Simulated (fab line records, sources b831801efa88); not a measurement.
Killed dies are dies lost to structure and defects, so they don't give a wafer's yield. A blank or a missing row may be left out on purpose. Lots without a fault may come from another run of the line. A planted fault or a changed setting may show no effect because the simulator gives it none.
fab line records | flow sky130
record lots=5 wafers=15 last_day=50
route steps=708 shown METAL1@450 VIA1@458 METAL2@483
lots that met no fault: from a run of the same line without faults
start_h: hours from the record's first day to the start of the lot's first wafer shown | wait_h: hours since the lot's step before | " the same as in the row above | L1.1+2: a row that stands for several wafers | - no value, or no start given | * or withheld: withheld | < > ~ a bound
route shown NAME@n: a module of which the file shows steps, and the number in the route of the first | usual: mean/standard deviation of fault-free wafers | same: alike in all rows | chamber/n: place in a boat | sites: the reading at each site | _std_site: their standard deviation | _edge_site: outer sites' mean less inner sites' | radius_mm: how far each site lies from the wafer's centre | mask NAME#n: copy n | behind: the tool/chamber that last shaped the wafer | hold: why the lot was held/for how many hours/how that ended | device: the transistor (n, p or np) that didn't switch | end of line: the same wafers' tests at the end of the route | a step without rows: its recipe alone | killed: dies lost to structure and defects at the first sort, not the wafer's yield | map: a wafer's dies, x killed, . not, _ none there
set.NAME: the setting as run; set.NAME@STEP: as run at that earlier step | model.NAME: the simulator's own value behind a step, which no gauge read
lots at some steps of the route; a table a step, a row a wafer
services: from which hour (start_h, from the record's first day; less than 0 if before it) a tool's chamber was out of use, for how many hours, and why
## steps
# step SKY_METAL1_OVL_MEAS_16
# usual METAL1_OVL=-1/6.9
# columns lot.wafer tool chamber start_h wait_h METAL1_OVL[nm]
L078.1 overlay-02 - 783.17 0.1 -5
L078.4 " - " " 6
L078.5 " - " " -7
L083.1 overlay-02 - 827.07 0.1 -9
L083.2 " - " " 0
L083.6 " - " " 2
L085.1 overlay-01 - 860.18 0.1 -10
L085.2 " - " " -6
L085.4 " - " " -4
L089.1 overlay-02 - 876.12 0.1 11
L089.3 " - " " 7
L089.6 " - " " 8
L096.1 overlay-01 - 928.47 0.1 12
L096.2 " - " " 10
L096.5 " - " " 9
# step SKY_METAL1_DESCUM_17
# recipe chemistry=O2 source_power_w=150 bias_power_w=0 pressure_mtorr=10 temp_c=40 time_s=8
# usual drypump_motor_current_A=5.33/0.27 oes_product_au=0.997/0.014
# columns lot.wafer tool chamber start_h wait_h drypump_motor_current_A oes_product_au rf_hours_counter_h
L078.1 rie_metal-04 1 783.21 0.0 5.04 0.996 9
L078.4 " 0 " " 5.13 0.993 -
L078.5 " 1 " " 5.05 0.997 -
L083.1 rie_metal-02 0 827.11 0.0 5.38 0.981 12
L083.2 " 1 " " 5.31 1.011 8
L083.6 " 0 " " 5.38 0.981 -
L085.1 rie_metal-04 1 860.21 0.0 5.05 0.982 12
L085.2 " 0 " " 5.12 0.994 16
L085.4 " 1 " " 5.05 0.991 -
L089.1 rie_metal-02 0 876.16 0.0 5.36 0.982 14
L089.3 " 1 " " 5.34 1.006 -
L089.6 " 0 " " 5.38 0.980 -
L096.1 rie_metal-02 1 928.51 0.0 5.32 1.020 13
L096.2 " 0 " " 5.37 0.983 17
L096.5 " 0 " " 5.36 0.975 -
# step SKY_METAL1_ETCH_18
# recipe chemistry=N2/H2 target=BARC ion_energy_ev=200 bias_w=100 pressure_mtorr=30 n2_flow_sccm=100 h2_flow_sccm=200 icp_w=500 stop_on=SiO2 time_s=45.9 target_depth_a=600
# usual bias_w=100.0/0.35 drypump_motor_current_A=5.34/0.27 oes_product_au=0.854/0.0048 throttle_valve_pct=13.225/0.0094
# columns lot.wafer tool chamber start_h wait_h bias_w drypump_motor_current_A oes_product_au rf_hours_counter_h throttle_valve_pct
L078.1 rie_metal-04 1 783.24 0.0 100.0 5.06 0.855 9 13.219
L078.4 " 0 " " 100.4 5.14 0.852 - 13.243
L078.5 " 1 " " 99.6 5.04 0.843 - 13.227
L083.1 rie_metal-02 0 827.14 0.0 99.9 5.39 0.856 12 13.219
L083.2 " 1 " " 100.4 5.35 0.854 8 13.234
L083.6 " 0 " " 99.3 5.39 0.848 - 13.207
L085.1 rie_metal-04 1 860.24 0.0 99.6 5.06 0.859 12 13.248
L085.2 " 0 " " 100.7 5.14 0.854 16 13.228
L085.4 " 1 " " 99.8 5.05 0.860 - 13.220
L089.1 rie_metal-02 0 876.19 0.0 100.0 5.37 0.853 14 13.226
L089.3 " 1 " " 99.9 5.34 0.861 - 13.237
L089.6 " 0 " " 100.1 5.37 0.854 - 13.238
L096.1 rie_metal-02 1 928.54 0.0 100.4 5.33 0.855 13 13.232
L096.2 " 0 " " 100.3 5.38 0.849 17 13.237
L096.5 " 0 " " 100.6 5.38 0.852 - 13.222
# step SKY_METAL1_METAL_ETCH_19
# recipe target_depth_a=3600 stop_on=SiO2 over_etch_frac=0.3 time_s=78 chemistry=Cl2/BCl3 resist_sidewall_deg=88 pressure_mtorr=10 icp_w=900 bias_w=48.5 Cl2_flow_sccm=60 bcl3_flow_sccm=30
# usual bias_w=48.48/0.16 drypump_motor_current_A=5.34/0.27 oes_product_au=0.854/0.0054 throttle_valve_pct=22.263/0.0088
# columns lot.wafer tool chamber start_h wait_h bias_w drypump_motor_current_A oes_product_au rf_hours_counter_h throttle_valve_pct
L078.1 rie_metal-04 1 783.30 0.0 48.63 5.05 0.855 9 22.256
L078.4 " 0 " " 48.71 5.13 0.856 - 22.270
L078.5 " 1 " " 48.39 5.04 0.850 - 22.262
L083.1 rie_metal-02 0 827.21 0.0 48.52 5.37 0.850 12 22.253
L083.2 " 1 " " 48.28 5.32 0.861 8 22.252
L083.6 " 0 " " 48.38 5.38 0.856 - 22.256
L085.1 rie_metal-04 1 860.31 0.0 48.52 5.06 0.855 12 22.273
L085.2 " 0 " " 48.70 5.11 0.853 16 22.256
L085.4 " 1 " " 48.55 5.07 0.859 - 22.262
L089.1 rie_metal-02 0 876.25 0.0 48.65 5.40 0.857 14 22.264
L089.3 " 1 " " 48.44 5.33 0.852 - 22.265
L089.6 " 0 " " 48.39 5.40 0.853 - 22.271
L096.1 rie_metal-02 1 928.61 0.0 48.72 5.33 0.850 13 22.257
L096.2 " 0 " " 48.57 5.39 0.855 17 22.260
L096.5 " 0 " " 48.50 5.37 0.858 - 22.258
# step SKY_METAL1_STRIP_20
# recipe chemistry=O2/N2 power_w=1400 pressure_mtorr=1500 platen_temp_c=withheld o2_flow_sccm=3000 n2_flow_sccm=300 overash_fraction=0.5
# usual drypump_motor_current_A=5.7/0.46 oes_product_au=0.343/0.0053 strip_time_to_endpoint_s=2.71/0.062
# columns lot.wafer tool chamber start_h wait_h drypump_motor_current_A oes_product_au rf_hours_counter_h strip_time_to_endpoint_s
L078.1 plasma_asher-04 0 783.39 0.1 5.9 0.339 37 2.67
L078.4 " 0 " " 5.9 0.345 - 2.68
L078.5 " 1 " " 6.0 0.345 - 2.68
L083.1 plasma_asher-01 0 827.30 0.1 4.8 0.351 8 2.86
L083.2 " 1 " " 6.2 0.338 8 2.68
L083.6 " 1 " " 6.2 0.348 - 2.83
L085.1 plasma_asher-04 0 860.40 0.1 5.8 0.343 45 2.69
L085.2 " 1 " " 6.0 0.333 45 2.68
L085.4 " 1 " " 6.0 0.336 - 2.73
L089.1 plasma_asher-04 0 876.34 0.1 5.8 0.345 46 2.79
L089.3 " 1 " " 6.0 0.346 - 2.61
L089.6 " 0 " " 5.8 0.346 - 2.78
L096.1 plasma_asher-02 1 928.70 0.1 5.4 0.336 82 2.66
L096.2 " 0 " " 5.4 0.349 82 2.81
L096.5 " 0 " " 5.3 0.356 - 2.84
# step SKY_METAL1_STRIP_21
# recipe chemistry=post_etch_residue_remover time_s=1200 temp_c=72.5
# columns lot.wafer tool chamber start_h wait_h
L078.1+4+5 wet_bench-04 3 783.49 0.1
L083.1+2+6 wet_bench-04 2 827.40 0.1
L085.1+2+4 wet_bench-01 2 860.50 0.1
L089.1+3+6 wet_bench-02 1 876.44 0.1
L096.1+2+5 wet_bench-04 1 928.80 0.1
# step SKY_METAL1_CLEAN_22
# recipe chemistry=IPA time_s=180 temp_c=25
# columns lot.wafer tool chamber start_h wait_h
L078.1+4+5 wet_bench-01 1 783.90 0.0
L083.1+2+6 wet_bench-01 1 827.77 0.0
L085.1+2+4 wet_bench-02 2 860.84 0.0
L089.1+3+6 wet_bench-04 3 876.78 0.0
L096.1+2+5 wet_bench-02 3 929.14 0.0
# step SKY_METAL1_CLEAN_23
# recipe chemistry=O3/DIW dry=n2_spin
# columns lot.wafer tool chamber start_h wait_h
L078.1+4+5 wet_bench-02 3 783.96 0.0
L083.1+2+6 wet_bench-02 0 827.83 0.0
L085.1+2+4 wet_bench-01 2 860.90 0.0
L089.1+3+6 wet_bench-01 2 876.84 0.0
L096.1+2+5 wet_bench-04 0 929.20 0.0
# step SKY_VIA1_HDPCVD_00
# recipe material=SiO2 target_thk_nm=1030 sigma_open_frac=0.3 time_s=171.7 temp_c=400 sih4_flow_sccm=60 pressure_mtorr=6
# columns lot.wafer tool chamber start_h wait_h
L078.1+4+5 hdpcvd-02 1,2,1 784.06 0.0
L083.1+2+6 hdpcvd-01 2,1,0 827.93 0.0
L085.1+2+4 hdpcvd-02 0,2,1 860.99 0.0
L089.1+3+6 hdpcvd-01 0,1,0 876.93 0.0
L096.1+2+5 hdpcvd-01 0,2,2 929.29 0.0
# step SKY_VIA1_THK_MEAS_01
# recipe reads=SiO2_of_VIA1_HDPCVD_00
# usual VIA1_HDPCVD_THK=1029/10
# columns lot.wafer tool chamber start_h wait_h VIA1_HDPCVD_THK[nm]
L078.1 film_metro-02 - 784.17 0.1 1020
L078.4 " - " " 1021
L078.5 " - " " 1017
L083.1 film_metro-04 - 828.04 0.1 1021
L083.2 " - " " 1032
L083.6 " - " " 1037
L085.1 film_metro-02 - 861.11 0.1 1034
L085.2 " - " " 1029
L085.4 " - " " 1020
L089.1 film_metro-03 - 877.05 0.1 1044
L089.3 " - " " 1029
L089.6 " - " " 1035
L096.1 film_metro-04 - 929.41 0.1 1043
L096.2 " - " " 1020
L096.5 " - " " 1024
# step SKY_VIA1_CMP_02
# recipe material=SiO2 down_force_psi=4 platen_rpm=60 pad_velocity_m_s=0.94248
# usual motor_current_A=12.2/1
# columns lot.wafer tool chamber start_h wait_h motor_current_A
L078.4 cmp-02 3 784.28 0.1 12.2
L078.1 " 1 " " 13.2
L078.5 " 3 " " 12.8
L083.1 cmp-01 0 828.10 0.1 10.6
L083.2 " 1 " " 12.2
L083.6 " 1 " " 12.9
L085.4 cmp-01 0 861.22 0.1 10.7
L085.1 " 1 " " 12.8
L085.2 " 2 " " 13.4
L089.3 cmp-01 0 877.11 0.0 10.6
L089.1 " 3 " " 12.2
L089.6 " 1 " " 12.7
L096.2 cmp-01 0 929.82 0.4 10.8
L096.1 " 3 " " 12.8
L096.5 " 0 " " 11.1
# step SKY_VIA1_BOW_MEAS_03
# recipe mode=bow
# usual VIA1_BOW=81/6.6
# columns lot.wafer tool chamber start_h wait_h VIA1_BOW[um]
L078.1 film_metro-02 - 784.53 0.1 93
L078.4 " - " " 80
L078.5 " - " " 80
L083.1 film_metro-04 - 828.44 0.3 72
L083.2 " - " " 72
L083.6 " - " " 78
L085.1 film_metro-02 - 861.47 0.1 83
L085.2 " - " " 87
L085.4 " - " " 85
L089.1 film_metro-02 - 877.41 0.1 77
L089.3 " - " " 73
L089.6 " - " " 77
L096.1 film_metro-02 - 930.12 0.1 71
L096.2 " - " " 82
L096.5 " - " " 81
# step SKY_VIA1_DEHYDRATE_04
# recipe temp_c=200 time_s=60
# usual chill_plate_temp_C=22.99/0.093
# columns lot.wafer tool chamber start_h wait_h chill_plate_temp_C
L078.1 litho_track-01 0 797.45 12.9 23.06
L078.4 " 0 " " 22.88
L078.5 " 0 " " 23.04
L083.1 litho_track-04 0 840.62 12.2 23.05
L083.2 " 0 " " 22.91
L083.6 " 0 " " 23.05
L085.1 litho_track-01 0 874.11 12.6 23.04
L085.2 " 0 " " 22.90
L085.4 " 0 " " 22.87
L089.1 litho_track-01 0 890.56 13.1 22.99
L089.3 " 0 " " 22.82
L089.6 " 0 " " 22.93
L096.1 litho_track-01 0 942.21 12.1 22.87
L096.2 " 0 " " 22.78
L096.5 " 0 " " 22.91
# step SKY_VIA1_HMDS_05
# recipe prime_time_s=60 prime_temp_c=120
# usual chill_plate_temp_C=23.01/0.12
# columns lot.wafer tool chamber start_h wait_h chill_plate_temp_C
L078.1 litho_track-01 0 797.60 0.1 23.11
L078.4 " 0 " " 23.08
L078.5 " 0 " " 22.97
L083.1 litho_track-04 0 840.77 0.1 23.01
L083.2 " 0 " " 22.91
L083.6 " 0 " " 22.86
L085.1 litho_track-01 0 874.26 0.1 23.05
L085.2 " 0 " " 23.14
L085.4 " 0 " " 23.09
L089.1 litho_track-01 0 890.71 0.1 23.01
L089.3 " 0 " " 23.10
L089.6 " 0 " " 23.08
L096.1 litho_track-01 0 942.36 0.1 23.09
L096.2 " 0 " " 23.38
L096.5 " 0 " " 22.93
# step SKY_VIA1_COAT_06
# recipe resist=BARC temp_c=withheld time_s=withheld spin_rpm=3000 resist_thk_nm=60
# usual chill_plate_temp_C=* dispense_pressure_kPa=56/3.3
# columns lot.wafer tool chamber start_h wait_h chill_plate_temp_C dispense_pressure_kPa
L078.1 litho_track-01 0 797.75 0.1 * 58
L078.4 " 0 " " * 58
L078.5 " 0 " " * 58
L083.1 litho_track-04 0 840.92 0.1 * 50
L083.2 " 0 " " * 50
L083.6 " 0 " " * 50
L085.1 litho_track-01 0 874.41 0.1 * 58
L085.2 " 0 " " * 58
L085.4 " 0 " " * 58
L089.1 litho_track-01 0 890.86 0.1 * 58
L089.3 " 0 " " * 58
L089.6 " 0 " " * 58
L096.1 litho_track-01 0 942.51 0.1 * 58
L096.2 " 0 " " * 58
L096.5 " 0 " " * 58
# step SKY_VIA1_COAT_07
# recipe resist=KrF-thick spin_rpm=3000 resist_thk_nm=450
# usual chill_plate_temp_C=23.01/0.095 dispense_pressure_kPa=56/3.3
# columns lot.wafer tool chamber start_h wait_h chill_plate_temp_C dispense_pressure_kPa
L078.1 litho_track-01 0 - - 22.93 58
L078.4 " 0 " " 23.20 58
L078.5 " 0 " " 23.13 58
L083.1 litho_track-04 0 - - 22.96 50
L083.2 " 0 " " 22.96 50
L083.6 " 0 " " 23.09 50
L085.1 litho_track-01 0 - - 23.02 58
L085.2 " 0 " " 23.00 58
L085.4 " 0 " " 23.15 58
L089.1 litho_track-01 0 - - 22.95 58
L089.3 " 0 " " 23.07 58
L089.6 " 0 " " 22.90 58
L096.1 litho_track-01 0 - - 23.16 58
L096.2 " 0 " " 22.92 58
L096.5 " 0 " " 23.08 58
# step SKY_VIA1_SOFTBAKE_08
# recipe temp_c=100 time_s=90 resist=KrF-thick
# usual chill_plate_temp_C=23.00/0.12
# columns lot.wafer tool chamber start_h wait_h chill_plate_temp_C
L078.1 litho_track-01 0 - - 22.84
L078.4 " 0 " " 22.92
L078.5 " 0 " " 23.12
L083.1 litho_track-04 0 - - 22.97
L083.2 " 0 " " 22.85
L083.6 " 0 " " 22.91
L085.1 litho_track-01 0 - - 23.00
L085.2 " 0 " " 22.86
L085.4 " 0 " " 22.92
L089.1 litho_track-01 0 - - 23.14
L089.3 " 0 " " 22.95
L089.6 " 0 " " 22.82
L096.1 litho_track-01 0 - - 22.95
L096.2 " 0 " " 23.13
L096.5 " 0 " " 23.05
# step SKY_VIA1_EXPOSE_09
# recipe mask_id=VIM na=0.8 source_shape=annular sigma_inner=0.55 sigma_outer=0.85 target_cd_nm=150 dose_mj=38
# usual reticle_temp_C=22.99/0.11
# columns lot.wafer tool chamber start_h wait_h mask reticle_temp_C
L078.1 krf_scanner-01 0 - - VIM#0 23.11
L078.4 " 0 " " VIM#0 22.93
L078.5 " 0 " " VIM#0 22.99
L083.1 krf_scanner-01 0 - - VIM#0 23.07
L083.2 " 0 " " VIM#0 23.11
L083.6 " 0 " " VIM#0 23.13
L085.1 krf_scanner-02 0 - - VIM#0 23.16
L085.2 " 0 " " VIM#0 22.90
L085.4 " 0 " " VIM#0 23.10
L089.1 krf_scanner-01 0 - - VIM#0 22.97
L089.3 " 0 " " VIM#0 22.96
L089.6 " 0 " " VIM#0 23.04
L096.1 krf_scanner-01 0 - - VIM#0 23.07
L096.2 " 0 " " VIM#0 23.02
L096.5 " 0 " " VIM#0 22.92
# step SKY_VIA1_PEB_10
# recipe peb_temp_c=withheld peb_time_s=withheld resist=KrF-thick
# usual chill_plate_temp_C=*
# columns lot.wafer tool chamber start_h wait_h chill_plate_temp_C
L078.1 litho_track-01 0 - - *
L078.4 " 0 " " *
L078.5 " 0 " " *
L083.1 litho_track-04 0 - - *
L083.2 " 0 " " *
L083.6 " 0 " " *
L085.1 litho_track-01 0 - - *
L085.2 " 0 " " *
L085.4 " 0 " " *
L089.1 litho_track-01 0 - - *
L089.3 " 0 " " *
L089.6 " 0 " " *
L096.1 litho_track-01 0 - - *
L096.2 " 0 " " *
L096.5 " 0 " " *
# step SKY_VIA1_DEVELOP_11
# recipe develop_time_s=60 resist=KrF-thick dev_temp_c=21
# usual chill_plate_temp_C=22.97/0.11 developer_temp_C=21.00/0.097
# columns lot.wafer tool chamber start_h wait_h chill_plate_temp_C developer_temp_C
L078.1 litho_track-01 0 - - 23.03 21.02
L078.4 " 0 " " 22.90 20.92
L078.5 " 0 " " 22.99 20.95
L083.1 litho_track-04 0 - - 22.96 20.99
L083.2 " 0 " " 22.88 21.12
L083.6 " 0 " " 22.91 20.96
L085.1 litho_track-01 0 - - 22.90 20.87
L085.2 " 0 " " 22.92 20.90
L085.4 " 0 " " 22.82 20.99
L089.1 litho_track-01 0 - - 23.17 21.08
L089.3 " 0 " " 23.16 21.13
L089.6 " 0 " " 23.03 21.14
L096.1 litho_track-01 0 - - 22.83 21.13
L096.2 " 0 " " 23.02 21.06
L096.5 " 0 " " 22.92 21.09
# step SKY_VIA1_CD_MEAS_12
# recipe target_cd_nm=150
# usual cd_nm=150.4/1.7
# columns lot.wafer tool chamber start_h wait_h cd_nm
L078.1 cd_sem-01 - 811.20 - 149.8
L078.4 " - " " 149.9
L078.5 " - " " 148.9
L083.1 cd_sem-02 - 855.07 - 149.2
L083.2 " - " " 150.7
L083.6 " - " " 149.6
L085.1 cd_sem-02 - 888.46 - 151.0
L085.2 " - " " 152.5
L085.4 " - " " 152.0
L089.1 cd_sem-02 - 903.56 - 148.8
L089.3 " - " " 149.3
L089.6 " - " " 149.0
L096.1 cd_sem-01 - 954.16 - 149.6
L096.2 " - " " 150.3
L096.5 " - " " 148.6
# step SKY_VIA1_OVL_MEAS_13
# usual VIA1_OVL=2/5.6
# columns lot.wafer tool chamber start_h wait_h VIA1_OVL[nm]
L078.1 overlay-02 - 811.32 0.1 15
L078.4 " - " " 13
L078.5 " - " " 12
L083.1 overlay-01 - 855.19 0.1 2
L083.2 " - " " -3
L083.6 " - " " 1
L085.1 overlay-02 - 888.58 0.1 0
L085.2 " - " " -9
L085.4 " - " " -3
L089.1 overlay-02 - 903.68 0.1 13
L089.3 " - " " 9
L089.6 " - " " 7
L096.1 overlay-02 - 954.28 0.1 3
L096.2 " - " " -6
L096.5 " - " " 4
# step SKY_VIA1_ETCH_14
# recipe chemistry=N2/H2 target=BARC ion_energy_ev=200 source_w=500 bias_w=100 pressure_mtorr=30 n2_flow_sccm=100 h2_flow_sccm=200 stop_on=SiO2 time_s=45.9 target_depth_a=600
# usual bias_w=100.01/0.27 drypump_motor_current_A=6.0/0.47 oes_product_au=0.855/0.0045 throttle_valve_pct=13.227/0.0083
# columns lot.wafer tool chamber start_h wait_h bias_w drypump_motor_current_A oes_product_au rf_hours_counter_h throttle_valve_pct
L078.1 rie_diel-01 2 811.36 0.0 99.86 6.2 0.858 1 13.223
L078.4 " 0 " " 99.96 6.6 0.852 9 13.235
L078.5 " 0 " " 99.71 6.6 0.853 - 13.223
L083.1 rie_diel-01 1 855.23 0.0 99.80 5.3 0.850 1 13.239
L083.2 " 3 " " 99.83 5.5 0.852 5 13.224
L083.6 " 2 " " 99.76 6.2 0.858 - 13.239
L085.1 rie_diel-04 0 888.61 0.0 99.83 5.9 0.858 5 13.242
L085.2 " 2 " " 100.30 6.1 0.860 14 13.227
L085.4 " 1 " " 99.92 6.8 0.860 12 13.228
L089.1 rie_diel-04 2 903.71 0.0 100.10 6.1 0.856 14 13.222
L089.3 " 0 " " 99.72 5.9 0.848 6 13.226
L089.6 " 3 " " 100.58 5.9 0.856 - 13.228
L096.1 rie_diel-01 0 954.31 0.0 99.94 6.6 0.856 13 13.234
L096.2 " 3 " " 100.15 5.5 0.856 8 13.241
L096.5 " 1 " " 100.11 5.3 0.855 - 13.222
# step SKY_VIA1_ETCH_15
# recipe target=SiO2 chemistry=C4F8/O2/Ar target_depth_nm=351 stop_on=TiN mask_material=KrF-thick source_w=1500 bias_w=1200 pressure_mtorr=40 c4f8_flow_sccm=withheld O2_flow_sccm=6 Ar_flow_sccm=300 time_s=54
# usual bias_w=1200/3.6 oes_product_au=0.981/0.0057
# columns lot.wafer tool chamber start_h wait_h bias_w oes_product_au rf_hours_counter_h
L078.1 rie_diel-01 2 811.40 0.0 1198 0.990 1
L078.4 " 0 " " 1200 0.980 9
L078.5 " 0 " " 1205 0.992 -
L083.1 rie_diel-01 1 855.27 0.0 1198 0.991 1
L083.2 " 3 " " 1203 0.979 5
L083.6 " 2 " " 1199 0.980 -
L085.1 rie_diel-04 0 888.65 0.0 1196 0.974 5
L085.2 " 2 " " 1201 0.985 14
L085.4 " 1 " " 1198 0.977 12
L089.1 rie_diel-04 2 903.75 0.0 1199 0.979 14
L089.3 " 0 " " 1200 0.989 6
L089.6 " 3 " " 1198 0.987 -
L096.1 rie_diel-01 0 954.35 0.0 1200 0.976 13
L096.2 " 3 " " 1199 0.981 8
L096.5 " 1 " " 1202 0.982 -
# step SKY_VIA1_STRIP_16
# recipe chemistry=O2/N2 power_w=1400 pressure_mtorr=1500 platen_temp_c=withheld o2_flow_sccm=3000 n2_flow_sccm=300 overash_fraction=0.5
# usual drypump_motor_current_A=5.7/0.5 oes_product_au=0.415/0.0046 strip_time_to_endpoint_s=4.457/0.024
# columns lot.wafer tool chamber start_h wait_h drypump_motor_current_A oes_product_au rf_hours_counter_h strip_time_to_endpoint_s
L078.1 plasma_asher-03 0 811.45 0.0 5.4 0.413 94 4.489
L078.4 " 1 " " 5.8 0.417 - 4.484
L078.5 " 0 " " 5.4 0.417 - 4.484
L083.1 plasma_asher-01 0 855.31 0.0 4.8 0.413 11 4.416
L083.2 " 1 " " 6.2 0.419 11 4.470
L083.6 " 0 " " 4.8 0.416 - 4.485
L085.1 plasma_asher-04 0 888.70 0.0 5.9 0.414 47 4.387
L085.2 " 1 " " 6.0 0.413 47 4.457
L085.4 " 1 " " 6.0 0.411 - 4.470
L089.1 plasma_asher-03 1 903.80 0.0 5.8 0.414 102 4.448
L089.3 " 1 " " 5.7 0.410 - 4.426
L089.6 " 1 " " 5.7 0.414 - 4.477
L096.1 plasma_asher-04 0 954.40 0.0 5.8 0.413 55 4.469
L096.2 " 1 " " 6.0 0.407 55 4.459
L096.5 " 1 " " 6.0 0.419 - 4.435
# step SKY_VIA1_STRIP_17
# recipe chemistry=post_etch_residue_remover time_s=1200 temp_c=72.5
# columns lot.wafer tool chamber start_h wait_h
L078.1+4+5 wet_bench-04 0 811.55 0.1
L083.1+2+6 wet_bench-04 2 855.41 0.1
L085.1+2+4 wet_bench-02 0 888.80 0.1
L089.1+3+6 wet_bench-02 3 903.90 0.1
L096.1+2+5 wet_bench-03 3 954.50 0.1
# step SKY_VIA1_CLEAN_18
# recipe chemistry=IPA time_s=180 temp_c=25
# columns lot.wafer tool chamber start_h wait_h
L078.1+4+5 wet_bench-02 2 811.92 0.0
L083.1+2+6 wet_bench-02 0 856.23 0.0
L085.1+2+4 wet_bench-03 1 889.14 0.0
L089.1+3+6 wet_bench-02 0 904.24 0.0
L096.1+2+5 wet_bench-04 1 954.84 0.0
# step SKY_VIA1_CLEAN_19
# recipe chemistry=O3/DIW dry=n2_spin
# columns lot.wafer tool chamber start_h wait_h
L078.1+4+5 wet_bench-03 1 811.98 0.0
L083.1+2+6 wet_bench-02 3 856.29 0.0
L085.1+2+4 wet_bench-04 0 889.20 0.0
L089.1+3+6 wet_bench-04 0 904.30 0.0
L096.1+2+5 wet_bench-03 2 954.90 0.0
# step SKY_VIA1_SPUTTER_20
# recipe material=TiN target_thk_nm=20 chamber_pressure_pa=5 power_w=4000 time_s=80
# usual throttle_valve_pct=29.9/0.68
# columns lot.wafer tool chamber start_h wait_h throttle_valve_pct
L078.1 pvd_sputter-01 - 812.08 0.0 29.1
L078.4 " - " " 29.7
L078.5 " - " " 30.3
L083.1 pvd_sputter-01 - 856.39 0.0 29.7
L083.2 " - " " 29.4
L083.6 " - " " 29.5
L085.1 pvd_sputter-01 - 889.29 0.0 29.5
L085.2 " - " " 29.6
L085.4 " - " " 30.2
L089.1 pvd_sputter-01 - 904.39 0.0 30.3
L089.3 " - " " 29.7
L089.6 " - " " 29.7
L096.1 pvd_sputter-01 - 954.99 0.0 30.1
L096.2 " - " " 29.2
L096.5 " - " " 30.1
# step SKY_VIA1_CVD_21
# recipe material=W target_thk_nm=270 time_s=80.902 temp_c=400 pressure_torr=40
# usual heater_power_w=826/55
# columns lot.wafer tool chamber start_h wait_h heater_power_w
L078.1 cvd_w-01 0 812.14 0.0 808
L078.4 " 0 " " 789
L078.5 " 1 " " 776
L083.1 cvd_w-01 1 856.45 0.0 790
L083.2 " 0 " " 792
L083.6 " 0 " " 798
L085.1 cvd_w-02 0 889.35 0.0 857
L085.2 " 1 " " 913
L085.4 " 0 " " 859
L089.1 cvd_w-01 0 904.45 0.0 806
L089.3 " 0 " " 790
L089.6 " 1 " " 794
L096.1 cvd_w-02 0 955.05 0.0 843
L096.2 " 1 " " 933
L096.5 " 1 " " 954
# step SKY_VIA1_RS_MEAS_22
# recipe thk_meas_gauge=four-point-probe reads=W_of_VIA1_CVD_21+TiN_of_VIA1_SPUTTER_20
# usual VIA1_W_RS=0.427/0.0055
# columns lot.wafer tool chamber start_h wait_h VIA1_W_RS[ohm/sq]
L078.1 film_metro-02 - 812.23 0.1 0.421
L078.4 " - " " 0.422
L078.5 " - " " 0.427
L083.1 film_metro-04 - 856.54 0.1 0.421
L083.2 " - " " 0.421
L083.6 " - " " 0.422
L085.1 film_metro-02 - 889.45 0.1 0.436
L085.2 " - " " 0.430
L085.4 " - " " 0.441
L089.1 film_metro-02 - 904.55 0.1 0.418
L089.3 " - " " 0.423
L089.6 " - " " 0.427
L096.1 film_metro-04 - 955.15 0.1 0.434
L096.2 " - " " 0.430
L096.5 " - " " 0.429
# step SKY_VIA1_THK_MEAS_23
# recipe thk_meas_gauge=xrf reads=W_of_VIA1_CVD_21
# usual VIA1_W_THK=273/4.3
# columns lot.wafer tool chamber start_h wait_h VIA1_W_THK[nm]
L078.1 film_metro-02 - 812.35 0.1 280
L078.4 " - " " 280
L078.5 " - " " 277
L083.1 film_metro-04 - 856.66 0.1 279
L083.2 " - " " 278
L083.6 " - " " 278
L085.1 film_metro-02 - 889.57 0.1 273
L085.2 " - " " 276
L085.4 " - " " 271
L089.1 film_metro-02 - 904.67 0.1 284
L089.3 " - " " 283
L089.6 " - " " 280
L096.1 film_metro-04 - 955.27 0.1 269
L096.2 " - " " 272
L096.5 " - " " 274
# step SKY_VIA1_CMP_24
# recipe stop_on=SiO2 t_overpolish_s=15 down_force_psi=3.5 platen_rpm=60 target_thk_nm=0 pad_velocity_m_s=0.94248
# usual motor_current_A=11.1/0.83 overpolish_run_s=15.001/0.01 time_to_endpoint_s=62/3.4
# columns lot.wafer tool chamber start_h wait_h motor_current_A overpolish_run_s time_to_endpoint_s
L078.1 cmp-02 2 812.51 0.1 10.9 15.019 61
L078.4 " 3 " " 12.0 15.011 63
L078.5 " 0 " " 10.0 14.994 67
L083.2 cmp-02 1 856.72 0.0 11.5 14.983 67
L083.1 " 2 " " 10.4 15.004 57
L083.6 " 1 " " 12.3 14.993 61
L085.4 cmp-01 2 889.63 0.0 11.6 15.006 62
L085.1 " 3 " " 11.5 14.978 57
L085.2 " 0 " " 9.9 15.014 64
L089.1 cmp-01 3 904.73 0.1 10.8 14.997 56
L089.3 " 0 " " 10.2 15.001 62
L089.6 " 3 " " 11.8 14.994 55
L096.1 cmp-01 0 955.34 0.1 9.3 15.018 66
L096.2 " 3 " " 11.3 14.993 62
L096.5 " 1 " " 11.7 14.997 63
# step SKY_METAL2_SPUTTER_00
# recipe material=Ti target_thk_nm=15 power_w=3000 time_s=10 chamber_pressure_pa=0.4
# usual throttle_valve_pct=29.6/0.97
# columns lot.wafer tool chamber start_h wait_h throttle_valve_pct
L078.1 pvd_sputter-03 - 812.71 0.1 28.9
L078.4 " - " " 28.8
L078.5 " - " " 28.9
L083.1 pvd_sputter-04 - 857.02 0.2 28.8
L083.2 " - " " 30.4
L083.6 " - " " 30.4
L085.1 pvd_sputter-04 - 889.93 0.2 29.2
L085.2 " - " " 30.4
L085.4 " - " " 29.1
L089.1 pvd_sputter-03 - 905.03 0.2 28.6
L089.3 " - " " 28.7
L089.6 " - " " 28.8
L096.1 pvd_sputter-04 - 955.64 0.2 28.8
L096.2 " - " " 29.2
L096.5 " - " " 28.9
## services
# columns tool chamber start_h hours kind
cmp-01 - 760.69 12.0 repair
cmp-01 - 761.54 5.8 repair
cmp-01 - 767.95 1.6 repair
rie_diel-01 - 773.31 0.3 repair
cmp-01 - 779.22 39.5 repair
krf_scanner-01 - 795.61 1.7 repair
rie_diel-01 - 809.90 1.2 repair
krf_scanner-01 - 810.65 1.4 repair
krf_scanner-01 - 816.67 0.8 pm
cmp-01 - 818.76 6.6 pm
krf_scanner-01 - 827.73 1.0 pm
rie_metal-04 - 831.53 1.9 repair
cmp-01 - 837.35 2.5 repair
rie_metal-02 - 840.27 11.4 repair
rie_diel-04 0 847.07 4.2 repair
rie_metal-04 1 850.05 2.0 repair
rie_metal-04 - 866.57 0.4 repair
rie_diel-01 - 874.43 2.0 repair
rie_diel-01 - 876.44 0.3 repair
cmp-01 - 913.19 4.0 pm
pvd_sputter-01 - 916.38 1.0 repair
rie_diel-01 1 927.77 21.2 repair
cmp-01 - 938.44 2.2 repair
rie_diel-01 3 943.23 8.3 repair
## key
fault none
